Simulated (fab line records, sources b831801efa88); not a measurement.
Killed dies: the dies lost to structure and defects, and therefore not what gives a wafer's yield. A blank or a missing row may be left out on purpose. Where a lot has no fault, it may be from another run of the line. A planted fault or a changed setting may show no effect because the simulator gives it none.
fab line records	flow sky130	part 1 of 2: steps 1 to 26 of 37
record lots=5	wafers=15	last-day=50
route steps=708 shown LDD_N@250 LDD_P@255 LDD_HVN@267 LDD_HVP@278
lots that met no fault: from a run of the same line without faults
start-h: hours from the record's first day to the start of the lot's first wafer shown	wait-h: hours elapsed since this lot's preceding step	" as in the row above	L1.1+2: a row that stands for several wafers	- no value, or no start was given	* or withheld: withheld	< > ~ a bound
route shown NAME@n: a module of which the file shows steps, and the number in the route of the first	usual: mean and standard deviation over wafers with no fault	same: alike in all rows	chamber/n: place in a boat	sites: readings site by site	_std_site: the standard deviation of these	_edge_site: the outer-site mean with the inner-site mean subtracted	radius-mm: how far each site lies from the wafer's centre	mask NAME#n: copy n	behind: tool/chamber where the wafer was last shaped	hold: cause of the lot's hold/its duration in hours/its outcome	device: which transistor (n, p or np) failed to switch	end of line: the tests these same wafers got at the end of their route	for a step that has no rows: nothing shown but its recipe	killed: dies that structure and defects cost at the first sort, which is not the same as the wafer's yield	map: dies across one wafer; x = killed, . = not, _ = none there
set.NAME: the setting as run; set.NAME@STEP: as run at that earlier step	model.NAME: the simulator's own value behind a step, which no gauge read
lots seen at some steps along the route; tables by step, rows by wafer
services: from which hour (start-h, from the record's first day; less than 0 if before it) a tool's chamber was out of use, for how many hours, and why
## steps
# step SKY_LDD_N_IMPLANT_13
# recipe species=BF2	energy-kev=50	dose-cm2=5e+12	tilt-deg=30	rotation-deg=90
lot.wafer	tool	chamber	start-h	wait-h
L075.3+5+6	implanter-01	0	413.72	0.1
L079.1+3+5	implanter-04	0	450.12	0.1
L080.3+5+6	implanter-04	0	461.47	0.1
L088.2+5+6	implanter-01	0	530.80	0.1
L096.3+5+6	implanter-02	0	594.96	0.1
# step SKY_LDD_N_IMPLANT_14
# recipe species=BF2	energy-kev=50	dose-cm2=5e+12	tilt-deg=30	rotation-deg=180
lot.wafer	tool	chamber	start-h	wait-h
L075.3+5+6	implanter-01	0	413.87	0.1
L079.1+3+5	implanter-04	0	450.27	0.1
L080.3+5+6	implanter-04	0	461.62	0.1
L088.2+5+6	implanter-01	0	530.95	0.1
L096.3+5+6	implanter-02	0	595.11	0.1
# step SKY_LDD_N_IMPLANT_15
# recipe species=BF2	energy-kev=50	dose-cm2=5e+12	tilt-deg=30	rotation-deg=270
lot.wafer	tool	chamber	start-h	wait-h
L075.3+5+6	implanter-01	0	414.02	0.1
L079.1+3+5	implanter-04	0	450.42	0.1
L080.3+5+6	implanter-04	0	461.77	0.1
L088.2+5+6	implanter-01	0	531.10	0.1
L096.3+5+6	implanter-02	0	595.26	0.1
# step SKY_LDD_N_STRIP_16
# recipe chemistry=O2/N2	power-w=1400	pressure-mtorr=1500	platen-temp-c=withheld	o2-flow-sccm=3000	n2-flow-sccm=300	overash-fraction=0.5
# usual drypump-motor-current-A=5.8/0.47	oes-product-au=0.407/0.0047	strip-time-to-endpoint-s=4.318/0.014
lot.wafer	tool	chamber	start-h	wait-h	drypump-motor-current-A	oes-product-au	rf-hours-counter-h	strip-time-to-endpoint-s
L075.3	plasma-asher-01	1	414.15	0.1	5.7	0.408	-	4.316
L075.5	"	0	"	"	5.7	0.411	-	4.319
L075.6	"	1	"	"	5.7	0.406	-	4.321
L079.1	plasma-asher-01	0	450.57	0.1	5.7	0.399	71	4.276
L079.3	"	0	"	"	5.6	0.402	-	4.301
L079.5	"	1	"	"	5.7	0.407	-	4.297
L080.3	plasma-asher-02	0	461.91	0.1	6.6	0.410	-	4.332
L080.5	"	1	"	"	5.1	0.409	-	4.323
L080.6	"	0	"	"	6.6	0.407	-	4.340
L088.2	plasma-asher-01	1	531.22	0.1	5.6	0.406	79	4.328
L088.5	"	0	"	"	5.6	0.415	-	4.331
L088.6	"	1	"	"	5.6	0.410	-	4.322
L096.3	plasma-asher-01	1	595.40	0.1	5.7	0.412	-	4.318
L096.5	"	1	"	"	5.7	0.413	-	4.350
L096.6	"	0	"	"	5.6	0.401	-	4.345
# step SKY_LDD_N_TW_MEAS_17
# usual LDD_N_TW=2597/25
lot.wafer	tool	chamber	start-h	wait-h	LDD_N_TW
L075.3	film-metro-04	-	414.24	0.1	2606
L075.5	"	-	"	"	2631
L075.6	"	-	"	"	2626
L079.1	film-metro-01	-	450.67	0.1	2583
L079.3	"	-	"	"	2572
L079.5	"	-	"	"	2571
L080.3	film-metro-01	-	461.99	0.1	2586
L080.5	"	-	"	"	2580
L080.6	"	-	"	"	2585
L088.2	film-metro-01	-	531.33	0.1	2574
L088.5	"	-	"	"	2582
L088.6	"	-	"	"	2579
L096.3	film-metro-01	-	595.48	0.1	2576
L096.5	"	-	"	"	2575
L096.6	"	-	"	"	2580
# step SKY_LDD_P_DEHYDRATE_00
# recipe temp-c=200	time-s=60
# usual chill-plate-temp-C=23.00/0.1
lot.wafer	tool	chamber	start-h	wait-h	chill-plate-temp-C
L075.3	litho-track-02	0	429.09	14.8	22.97
L075.5	"	0	"	"	22.98
L075.6	"	0	"	"	22.99
L079.1	litho-track-02	0	465.04	14.4	22.98
L079.3	"	0	"	"	22.92
L079.5	"	0	"	"	22.78
L080.3	litho-track-03	0	476.82	14.8	22.89
L080.5	"	0	"	"	23.13
L080.6	"	0	"	"	23.10
L088.2	litho-track-02	0	545.66	14.3	23.09
L088.5	"	0	"	"	22.97
L088.6	"	0	"	"	22.89
L096.3	litho-track-02	0	609.39	13.9	23.08
L096.5	"	0	"	"	23.05
L096.6	"	0	"	"	22.98
# step SKY_LDD_P_HMDS_01
# recipe prime-time-s=60	prime-temp-c=120
# usual chill-plate-temp-C=22.99/0.11
lot.wafer	tool	chamber	start-h	wait-h	chill-plate-temp-C
L075.3	litho-track-02	0	429.24	0.1	22.95
L075.5	"	0	"	"	23.00
L075.6	"	0	"	"	22.89
L079.1	litho-track-02	0	465.19	0.1	23.05
L079.3	"	0	"	"	22.95
L079.5	"	0	"	"	23.08
L080.3	litho-track-03	0	476.97	0.1	22.94
L080.5	"	0	"	"	22.90
L080.6	"	0	"	"	23.00
L088.2	litho-track-02	0	545.81	0.1	23.09
L088.5	"	0	"	"	22.91
L088.6	"	0	"	"	22.91
L096.3	litho-track-02	0	609.54	0.1	22.97
L096.5	"	0	"	"	22.94
L096.6	"	0	"	"	22.95
# step SKY_LDD_P_COAT_02
# recipe resist=NOVOLAK	spin-rpm=3000	resist-thk-nm=1140
# usual chill-plate-temp-C=23.00/0.12
lot.wafer	tool	chamber	start-h	wait-h	chill-plate-temp-C
L075.3	litho-track-02	0	429.39	0.1	22.73
L075.5	"	0	"	"	22.84
L075.6	"	0	"	"	22.97
L079.1	litho-track-02	0	465.34	0.1	23.09
L079.3	"	0	"	"	23.05
L079.5	"	0	"	"	23.29
L080.3	litho-track-03	0	477.12	0.1	23.21
L080.5	"	0	"	"	23.14
L080.6	"	0	"	"	22.87
L088.2	litho-track-02	0	545.96	0.1	22.82
L088.5	"	0	"	"	23.05
L088.6	"	0	"	"	22.96
L096.3	litho-track-02	0	609.69	0.1	22.90
L096.5	"	0	"	"	22.99
L096.6	"	0	"	"	22.99
# step SKY_LDD_P_SOFTBAKE_03
# recipe temp-c=90	time-s=60	resist=NOVOLAK
# usual chill-plate-temp-C=23.01/0.11
lot.wafer	tool	chamber	start-h	wait-h	chill-plate-temp-C
L075.3	litho-track-02	0	429.54	0.1	22.86
L075.5	"	0	"	"	23.02
L075.6	"	0	"	"	23.09
L079.1	litho-track-02	0	465.49	0.1	22.91
L079.3	"	0	"	"	23.02
L079.5	"	0	"	"	22.89
L080.3	litho-track-03	0	477.27	0.1	23.09
L080.5	"	0	"	"	22.93
L080.6	"	0	"	"	22.98
L088.2	litho-track-02	0	546.11	0.1	23.08
L088.5	"	0	"	"	23.20
L088.6	"	0	"	"	23.13
L096.3	litho-track-02	0	609.84	0.1	22.99
L096.5	"	0	"	"	22.94
L096.6	"	0	"	"	23.10
# step SKY_LDD_P_EXPOSE_04
# recipe mask-id=PSDM	na=0.6	source-shape=conventional	sigma-outer=0.6	polarization=unpolarized	target-cd-nm=380	dose-mj=138
# usual focus-offset-nm=0.1/0.56	reticle-temp-C=23.01/0.11
lot.wafer	tool	chamber	start-h	wait-h	mask	focus-offset-nm	reticle-temp-C
L075.3	iline-stepper-01	0	-	-	PSDM#0	-0.9	23.01
L075.5	"	0	"	"	PSDM#0	0.3	23.01
L075.6	"	0	"	"	PSDM#0	0.1	23.11
L079.1	iline-stepper-01	0	-	-	PSDM#0	-0.1	23.00
L079.3	"	0	"	"	PSDM#0	-0.5	23.00
L079.5	"	0	"	"	PSDM#0	1.2	22.85
L080.3	iline-stepper-02	0	-	-	PSDM#0	0.6	23.05
L080.5	"	0	"	"	PSDM#0	-1.0	23.24
L080.6	"	0	"	"	PSDM#0	-1.2	23.13
L088.2	iline-stepper-01	0	-	-	PSDM#0	-0.2	22.82
L088.5	"	0	"	"	PSDM#0	0.4	23.07
L088.6	"	0	"	"	PSDM#0	0.0	22.93
L096.3	iline-stepper-01	0	-	-	PSDM#0	0.0	22.82
L096.5	"	0	"	"	PSDM#0	0.9	22.96
L096.6	"	0	"	"	PSDM#0	0.1	22.90
# step SKY_LDD_P_PEB_05
# recipe temp-c=withheld	time-s=*	resist=NOVOLAK
# usual chill-plate-temp-C=*
lot.wafer	tool	chamber	start-h	wait-h	chill-plate-temp-C
L075.3	litho-track-02	0	-	-	*
L075.5	"	0	"	"	*
L075.6	"	0	"	"	*
L079.1	litho-track-01	0	-	-	*
L079.3	"	0	"	"	*
L079.5	"	0	"	"	*
L080.3	litho-track-03	0	-	-	*
L080.5	"	0	"	"	*
L080.6	"	0	"	"	*
L088.2	litho-track-02	0	-	-	*
L088.5	"	0	"	"	*
L088.6	"	0	"	"	*
L096.3	litho-track-03	0	-	-	*
L096.5	"	0	"	"	*
L096.6	"	0	"	"	*
# step SKY_LDD_P_DEVELOP_06
# recipe resist=NOVOLAK	developer=TMAH	develop-time-s=60	dev-temp-c=23
# usual chill-plate-temp-C=22.99/0.12
lot.wafer	tool	chamber	start-h	wait-h	chill-plate-temp-C
L075.3	litho-track-02	0	444.89	0.1	22.90
L075.5	"	0	"	"	23.15
L075.6	"	0	"	"	23.07
L079.1	litho-track-01	0	480.56	0.1	23.12
L079.3	"	0	"	"	23.17
L079.5	"	0	"	"	23.28
L080.3	litho-track-03	0	492.77	0.1	22.87
L080.5	"	0	"	"	22.89
L080.6	"	0	"	"	22.99
L088.2	litho-track-02	0	560.91	0.1	23.08
L088.5	"	0	"	"	23.14
L088.6	"	0	"	"	23.12
L096.3	litho-track-03	0	624.22	0.1	22.92
L096.5	"	0	"	"	22.99
L096.6	"	0	"	"	22.89
# step SKY_LDD_P_CD_MEAS_07
# recipe target-cd-nm=380
# usual cd-nm=379.8/2.9
lot.wafer	tool	chamber	start-h	wait-h	cd-nm
L075.3	cd-sem-02	-	445.03	0.1	378.3
L075.5	"	-	"	"	375.8
L075.6	"	-	"	"	376.4
L079.1	cd-sem-02	-	480.71	0.1	382.5
L079.3	"	-	"	"	379.5
L079.5	"	-	"	"	382.1
L080.3	cd-sem-02	-	492.91	0.1	382.2
L080.5	"	-	"	"	380.3
L080.6	"	-	"	"	378.3
L088.2	cd-sem-01	-	561.06	0.1	378.1
L088.5	"	-	"	"	381.1
L088.6	"	-	"	"	378.9
L096.3	cd-sem-02	-	624.36	0.1	377.3
L096.5	"	-	"	"	377.9
L096.6	"	-	"	"	377.1
# step SKY_LDD_P_OVL_MEAS_08
# usual LDD_P_OVL=0.2/1.4
lot.wafer	tool	chamber	start-h	wait-h	LDD_P_OVL[nm]
L075.3	overlay-01	-	445.12	0.1	2.8
L075.5	"	-	"	"	0.4
L075.6	"	-	"	"	2.4
L079.1	overlay-02	-	480.83	0.1	2.6
L079.3	"	-	"	"	3.1
L079.5	"	-	"	"	2.7
L080.3	overlay-02	-	493.00	0.1	-0.1
L080.5	"	-	"	"	-0.3
L080.6	"	-	"	"	-0.6
L088.2	overlay-01	-	561.16	0.1	1.8
L088.5	"	-	"	"	1.7
L088.6	"	-	"	"	-0.6
L096.3	overlay-02	-	624.45	0.1	-0.4
L096.5	"	-	"	"	-0.3
L096.6	"	-	"	"	0.2
# step SKY_LDD_P_IMPLANT_09
# recipe species=BF2	energy-kev=25	dose-cm2=1e+13	tilt-deg=withheld
lot.wafer	tool	chamber	start-h	wait-h
L075.3+5+6	implanter-03	0	445.19	0.1
L079.1+3+5	implanter-04	0	480.87	0.0
L080.3+5+6	implanter-04	0	493.08	0.1
L088.2+5+6	implanter-04	0	561.22	0.0
L096.3+5+6	implanter-02	0	624.53	0.1
# step SKY_LDD_P_STRIP_10
# recipe chemistry=O2/N2	power-w=1400	pressure-mtorr=1500	platen-temp-c=withheld	o2-flow-sccm=3000	n2-flow-sccm=300	overash-fraction=0.5
# usual drypump-motor-current-A=5.8/0.47	oes-product-au=0.715/0.0047	strip-time-to-endpoint-s=14.18/0.047
lot.wafer	tool	chamber	start-h	wait-h	drypump-motor-current-A	oes-product-au	rf-hours-counter-h	strip-time-to-endpoint-s
L075.3	plasma-asher-04	0	445.33	0.1	5.6	0.717	-	14.17
L075.5	"	1	"	"	5.9	0.714	-	14.17
L075.6	"	0	"	"	5.6	0.718	-	14.15
L079.1	plasma-asher-04	1	481.02	0.1	5.9	0.715	5	14.22
L079.3	"	0	"	"	5.5	0.716	-	14.23
L079.5	"	0	"	"	5.5	0.717	-	14.27
L080.3	plasma-asher-04	0	493.21	0.1	5.6	0.714	-	14.18
L080.5	"	0	"	"	5.6	0.712	-	14.12
L080.6	"	1	"	"	5.9	0.717	-	14.20
L088.2	plasma-asher-01	1	561.34	0.1	5.6	0.713	82	14.13
L088.5	"	1	"	"	5.6	0.717	-	14.15
L088.6	"	0	"	"	5.7	0.722	-	14.15
L096.3	plasma-asher-02	0	624.66	0.1	6.7	0.717	-	14.20
L096.5	"	0	"	"	6.6	0.716	-	14.21
L096.6	"	1	"	"	5.1	0.715	-	14.17
# step SKY_LDD_P_TW_MEAS_11
# usual LDD_P_TW=629/5.8
lot.wafer	tool	chamber	start-h	wait-h	LDD_P_TW
L075.3	film-metro-03	-	445.41	0.1	630
L075.5	"	-	"	"	630
L075.6	"	-	"	"	631
L079.1	film-metro-01	-	481.12	0.1	635
L079.3	"	-	"	"	632
L079.5	"	-	"	"	634
L080.3	film-metro-03	-	493.30	0.1	632
L080.5	"	-	"	"	637
L080.6	"	-	"	"	637
L088.2	film-metro-02	-	561.45	0.1	625
L088.5	"	-	"	"	619
L088.6	"	-	"	"	627
L096.3	film-metro-03	-	624.75	0.1	631
L096.5	"	-	"	"	633
L096.6	"	-	"	"	633
# step SKY_LDD_HVN_DEHYDRATE_00
# recipe temp-c=200	time-s=60
# usual chill-plate-temp-C=23.04/0.11
lot.wafer	tool	chamber	start-h	wait-h	chill-plate-temp-C
L075.3	litho-track-04	0	459.73	14.3	22.96
L075.5	"	0	"	"	23.04
L075.6	"	0	"	"	23.11
L079.1	litho-track-01	0	495.86	14.7	23.05
L079.3	"	0	"	"	23.03
L079.5	"	0	"	"	23.07
L080.3	litho-track-01	0	508.21	14.9	23.17
L080.5	"	0	"	"	22.98
L080.6	"	0	"	"	23.04
L088.2	litho-track-03	0	575.60	14.1	23.04
L088.5	"	0	"	"	23.14
L088.6	"	0	"	"	23.14
L096.3	litho-track-01	0	638.86	14.1	22.96
L096.5	"	0	"	"	23.08
L096.6	"	0	"	"	22.98
# step SKY_LDD_HVN_HMDS_01
# recipe prime-time-s=60	prime-temp-c=120
# usual chill-plate-temp-C=22.98/0.11
lot.wafer	tool	chamber	start-h	wait-h	chill-plate-temp-C
L075.3	litho-track-04	0	459.88	0.1	23.27
L075.5	"	0	"	"	22.93
L075.6	"	0	"	"	23.23
L079.1	litho-track-01	0	496.01	0.1	22.92
L079.3	"	0	"	"	23.07
L079.5	"	0	"	"	22.87
L080.3	litho-track-01	0	508.36	0.1	22.88
L080.5	"	0	"	"	22.85
L080.6	"	0	"	"	22.78
L088.2	litho-track-03	0	575.75	0.1	22.94
L088.5	"	0	"	"	23.04
L088.6	"	0	"	"	22.93
L096.3	litho-track-01	0	639.01	0.1	22.89
L096.5	"	0	"	"	22.87
L096.6	"	0	"	"	22.76
# step SKY_LDD_HVN_COAT_02
# recipe resist=NOVOLAK	spin-rpm=3000	resist-thk-nm=300
# usual chill-plate-temp-C=23.01/0.11
lot.wafer	tool	chamber	start-h	wait-h	chill-plate-temp-C
L075.3	litho-track-04	0	460.03	0.1	23.00
L075.5	"	0	"	"	23.02
L075.6	"	0	"	"	23.04
L079.1	litho-track-01	0	496.16	0.1	22.89
L079.3	"	0	"	"	23.15
L079.5	"	0	"	"	22.96
L080.3	litho-track-01	0	508.51	0.1	22.90
L080.5	"	0	"	"	22.94
L080.6	"	0	"	"	23.00
L088.2	litho-track-03	0	575.90	0.1	23.23
L088.5	"	0	"	"	23.11
L088.6	"	0	"	"	23.09
L096.3	litho-track-01	0	639.16	0.1	23.24
L096.5	"	0	"	"	23.01
L096.6	"	0	"	"	23.11
# step SKY_LDD_HVN_SOFTBAKE_03
# recipe temp-c=90	time-s=60	resist=NOVOLAK
# usual chill-plate-temp-C=23.00/0.11
lot.wafer	tool	chamber	start-h	wait-h	chill-plate-temp-C
L075.3	litho-track-04	0	460.18	0.1	22.85
L075.5	"	0	"	"	22.91
L075.6	"	0	"	"	22.89
L079.1	litho-track-01	0	496.31	0.1	23.20
L079.3	"	0	"	"	23.15
L079.5	"	0	"	"	23.05
L080.3	litho-track-01	0	508.66	0.1	22.99
L080.5	"	0	"	"	22.98
L080.6	"	0	"	"	22.85
L088.2	litho-track-03	0	576.05	0.1	23.06
L088.5	"	0	"	"	22.92
L088.6	"	0	"	"	23.00
L096.3	litho-track-01	0	639.31	0.1	23.23
L096.5	"	0	"	"	23.15
L096.6	"	0	"	"	23.07
# step SKY_LDD_HVN_EXPOSE_04
# recipe mask-id=HVNTM	na=0.6	source-shape=conventional	sigma-outer=0.6	polarization=unpolarized	target-cd-nm=700	dose-mj=127
# usual focus-offset-nm=0.0/0.57	reticle-temp-C=23.03/0.11
lot.wafer	tool	chamber	start-h	wait-h	mask	focus-offset-nm	reticle-temp-C
L075.3	iline-stepper-01	0	-	-	HVNTM#0	0.6	23.00
L075.5	"	0	"	"	HVNTM#0	0.1	23.19
L075.6	"	0	"	"	HVNTM#0	-0.2	23.12
L079.1	iline-stepper-01	0	-	-	HVNTM#0	1.2	22.97
L079.3	"	0	"	"	HVNTM#0	0.1	23.09
L079.5	"	0	"	"	HVNTM#0	0.1	23.09
L080.3	iline-stepper-01	0	-	-	HVNTM#0	0.7	23.20
L080.5	"	0	"	"	HVNTM#0	-0.1	23.10
L080.6	"	0	"	"	HVNTM#0	-0.3	23.00
L088.2	iline-stepper-02	0	-	-	HVNTM#0	0.5	23.11
L088.5	"	0	"	"	HVNTM#0	-0.5	23.12
L088.6	"	0	"	"	HVNTM#0	0.1	22.87
L096.3	iline-stepper-02	0	-	-	HVNTM#0	0.0	23.18
L096.5	"	0	"	"	HVNTM#0	0.7	22.99
L096.6	"	0	"	"	HVNTM#0	0.5	23.16
# step SKY_LDD_HVN_PEB_05
# recipe temp-c=withheld	time-s=*	resist=NOVOLAK
# usual chill-plate-temp-C=*
lot.wafer	tool	chamber	start-h	wait-h	chill-plate-temp-C
L075.3	litho-track-01	0	-	-	*
L075.5	"	0	"	"	*
L075.6	"	0	"	"	*
L079.1	litho-track-04	0	-	-	*
L079.3	"	0	"	"	*
L079.5	"	0	"	"	*
L080.3	litho-track-03	0	-	-	*
L080.5	"	0	"	"	*
L080.6	"	0	"	"	*
L088.2	litho-track-03	0	-	-	*
L088.5	"	0	"	"	*
L088.6	"	0	"	"	*
L096.3	litho-track-01	0	-	-	*
L096.5	"	0	"	"	*
L096.6	"	0	"	"	*
# step SKY_LDD_HVN_DEVELOP_06
# recipe resist=NOVOLAK	developer=TMAH	develop-time-s=60	dev-temp-c=23
# usual chill-plate-temp-C=22.99/0.089
lot.wafer	tool	chamber	start-h	wait-h	chill-plate-temp-C
L075.3	litho-track-01	0	475.31	0.1	23.11
L075.5	"	0	"	"	23.10
L075.6	"	0	"	"	23.06
L079.1	litho-track-04	0	511.63	0.1	23.05
L079.3	"	0	"	"	23.12
L079.5	"	0	"	"	22.95
L080.3	litho-track-03	0	523.57	0.1	22.94
L080.5	"	0	"	"	23.07
L080.6	"	0	"	"	22.89
L088.2	litho-track-03	0	591.35	0.1	23.09
L088.5	"	0	"	"	23.04
L088.6	"	0	"	"	22.97
L096.3	litho-track-01	0	653.31	0.1	23.04
L096.5	"	0	"	"	23.01
L096.6	"	0	"	"	23.11
# step SKY_LDD_HVN_OVL_MEAS_07
# usual LDD_HVN_OVL=0.5/1.2
lot.wafer	tool	chamber	start-h	wait-h	LDD_HVN_OVL[nm]
L075.3	overlay-01	-	475.43	0.1	1.1
L075.5	"	-	"	"	0.8
L075.6	"	-	"	"	1.6
L079.1	overlay-01	-	511.78	0.1	1.7
L079.3	"	-	"	"	1.1
L079.5	"	-	"	"	2.9
L080.3	overlay-02	-	523.68	0.1	-0.5
L080.5	"	-	"	"	1.1
L080.6	"	-	"	"	-0.4
L088.2	overlay-01	-	591.48	0.1	0.6
L088.5	"	-	"	"	1.1
L088.6	"	-	"	"	1.8
L096.3	overlay-02	-	653.43	0.1	1.5
L096.5	"	-	"	"	3.7
L096.6	"	-	"	"	0.7
# step SKY_LDD_HVN_IMPLANT_08
# recipe species=P	energy-kev=60	dose-cm2=3e+13	tilt-deg=40
lot.wafer	tool	chamber	start-h	wait-h
L075.3+5+6	implanter-03	0	475.50	0.1
L079.1+3+5	implanter-04	0	511.81	0.0
L080.3+5+6	implanter-03	0	523.76	0.1
L088.2+5+6	implanter-04	0	591.53	0.0
L096.3+5+6	implanter-03	0	653.50	0.1
